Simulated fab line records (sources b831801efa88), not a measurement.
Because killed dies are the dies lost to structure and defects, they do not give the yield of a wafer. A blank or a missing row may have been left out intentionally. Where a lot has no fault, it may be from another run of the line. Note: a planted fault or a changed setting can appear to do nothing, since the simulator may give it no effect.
Which tool is to blame? -- flow gf180mcu -- 36 wafers from 12 lots sampled at 4 of the route's 602 steps

WHAT THE GAUGES SHOWED, per wafer
GF_TOP_METAL_RS_MEAS_05: the measuring method here is four-point-probe.
lot,measured,on,TOP_METAL_ALCU_RS (ohm/sq)
L175,day 27 10:35,film metro-01,0.0328 0.0327 0.0327
L177,day 27 21:46,film metro-03,0.0334 0.0332 0.0331
L179,day 28 15:25,film metro-01,0.0323 0.0322 0.0330
L183,day 29 18:53,film metro-03,0.0331 0.0332 0.0329
L184,day 30 02:02,film metro-03,0.0325 0.0323 0.0325
L185,day 30 15:38,film metro-01,0.0331 0.0331 0.0335
L186,day 30 18:37,film metro-03,0.0328 0.0328 0.0326
L187,day 31 01:29,film metro-03,0.0329 0.0325 0.0328
L190,day 31 19:20,film metro-03,0.0327 0.0328 0.0326
L195,day 33 02:35,film metro-01,0.0322 0.0325 0.0327
L196,day 33 06:58,film metro-03,0.0329 0.0331 0.0329
L198,day 33 21:08,film metro-03,0.0324 0.0325 0.0325

GF_PASSIVATION_BOW_MEAS_14.
lot,measured,on,PASSIVATION_BOW (um)
L175,day 29 05:58,film metro-04,126 133 148
L177,day 29 15:10,film metro-04,145 131 133
L179,day 30 07:59,film metro-03,167 161 145
L183,day 31 10:10,film metro-04,146 140 144
L184,day 31 17:50,film metro-04,115 114 124
L185,day 32 05:29,film metro-03,144 142 151
L186,day 32 07:47,film metro-04,122 123 138
L187,day 32 14:31,film metro-03,134 139 145
L190,day 33 07:22,film metro-02,127 132 131
L195,day 34 11:35,film metro-03,136 137 139
L196,day 34 16:37,film metro-04,149 149 151
L198,day 35 04:41,film metro-04,142 136 139

WHAT TOOL EACH LOT RAN ON (gives the tool, then ch and the chambers of the sampled wafers, and finally the start)
lot,GF_M3_SPUTTER_02,GF_TOP_METAL_SPUTTER_04
L175,"pvd sputter-03, day 20 12:16","pvd sputter-03, day 27 10:33"
L177,"pvd sputter-01, day 21 01:27","pvd sputter-03, day 27 21:43"
L179,"pvd sputter-04, day 21 22:31","pvd sputter-03, day 28 15:24"
L183,"pvd sputter-03, day 23 10:04","pvd sputter-02, day 29 18:49"
L184,"pvd sputter-03, day 23 14:45","pvd sputter-02, day 30 01:58"
L185,"pvd sputter-03, day 24 07:19","pvd sputter-04, day 30 15:32"
L186,"pvd sputter-03, day 24 13:43","pvd sputter-03, day 30 18:35"
L187,"pvd sputter-03, day 24 21:26","pvd sputter-02, day 31 01:28"
L190,"pvd sputter-01, day 25 19:57","pvd sputter-03, day 31 19:19"
L195,"pvd sputter-01, day 27 10:49","pvd sputter-02, day 33 02:34"
L196,"pvd sputter-04, day 27 15:33","pvd sputter-02, day 33 06:54"
L198,"pvd sputter-01, day 28 10:59","pvd sputter-03, day 33 21:06"
- GF_M3_SPUTTER_02: material AlCu, target thk 450 nm, time 23.9 s.
- GF_TOP_METAL_SPUTTER_04: material TiN, target thk 25 nm, time 20.8 s.

WHAT THE TOOLS THEMSELVES READ (means of the sampled wafers that have a number; where no wafer has one, the mark that the record gives instead)
GF_M3_SPUTTER_02.
lot,tool,chamber pressure pa (Pa),throttle valve pct (%)
L175,pvd sputter-03,0.3997,30.4
L177,pvd sputter-01,0.4002,29.6
L179,pvd sputter-04,0.4000,30.7
L183,pvd sputter-03,0.4001,29.0
L184,pvd sputter-03,0.4006,29.8
L185,pvd sputter-03,0.3997,30.8
L186,pvd sputter-03,0.4000,29.8
L187,pvd sputter-03,0.4006,30.7
L190,pvd sputter-01,0.4005,29.6
L195,pvd sputter-01,0.4008,29.7
L196,pvd sputter-04,0.3999,29.6
L198,pvd sputter-01,0.3993,29.6

GF_TOP_METAL_SPUTTER_04.
lot,tool,chamber pressure pa (Pa),throttle valve pct (%)
L175,pvd sputter-03,0.3997,30.1
L177,pvd sputter-03,0.4002,29.8
L179,pvd sputter-03,0.3990,29.7
L183,pvd sputter-02,0.3997,30.5
L184,pvd sputter-02,0.4000,29.9
L185,pvd sputter-04,0.3994,30.5
L186,pvd sputter-03,0.3992,29.6
L187,pvd sputter-02,0.3998,29.9
L190,pvd sputter-03,0.4006,30.1
L195,pvd sputter-02,0.3989,30.4
L196,pvd sputter-02,0.4003,30.4
L198,pvd sputter-03,0.4006,29.7

THE ANSWER, worked out from the rows above alone
Rule: the usual values come from the lots themselves. Put in order of their means at a reading, lots are off if they are a third of the lots or fewer, leave a main group of 4 or more, and stand apart from it by a gap of 3 or more times the standard deviation of the main group's means; of several such gaps the widest counts. A main group whose means are all the same, to the digits that the tables above print for the reading, isn't used. A lot without any number at a reading at which 4 lots or more have one is off too. The other lots that the step has rows for count as sound. First the gauges in route order, then the tools' own readings, where a lot's mean is used as printed above. The first step at which some lot is off is used, and at that step the reading that is off furthest; a lot without a number counts as furthest.
None of the lots is off at any reading shown; this tells nothing.

WHAT THE SIMULATOR HAD PUT IN
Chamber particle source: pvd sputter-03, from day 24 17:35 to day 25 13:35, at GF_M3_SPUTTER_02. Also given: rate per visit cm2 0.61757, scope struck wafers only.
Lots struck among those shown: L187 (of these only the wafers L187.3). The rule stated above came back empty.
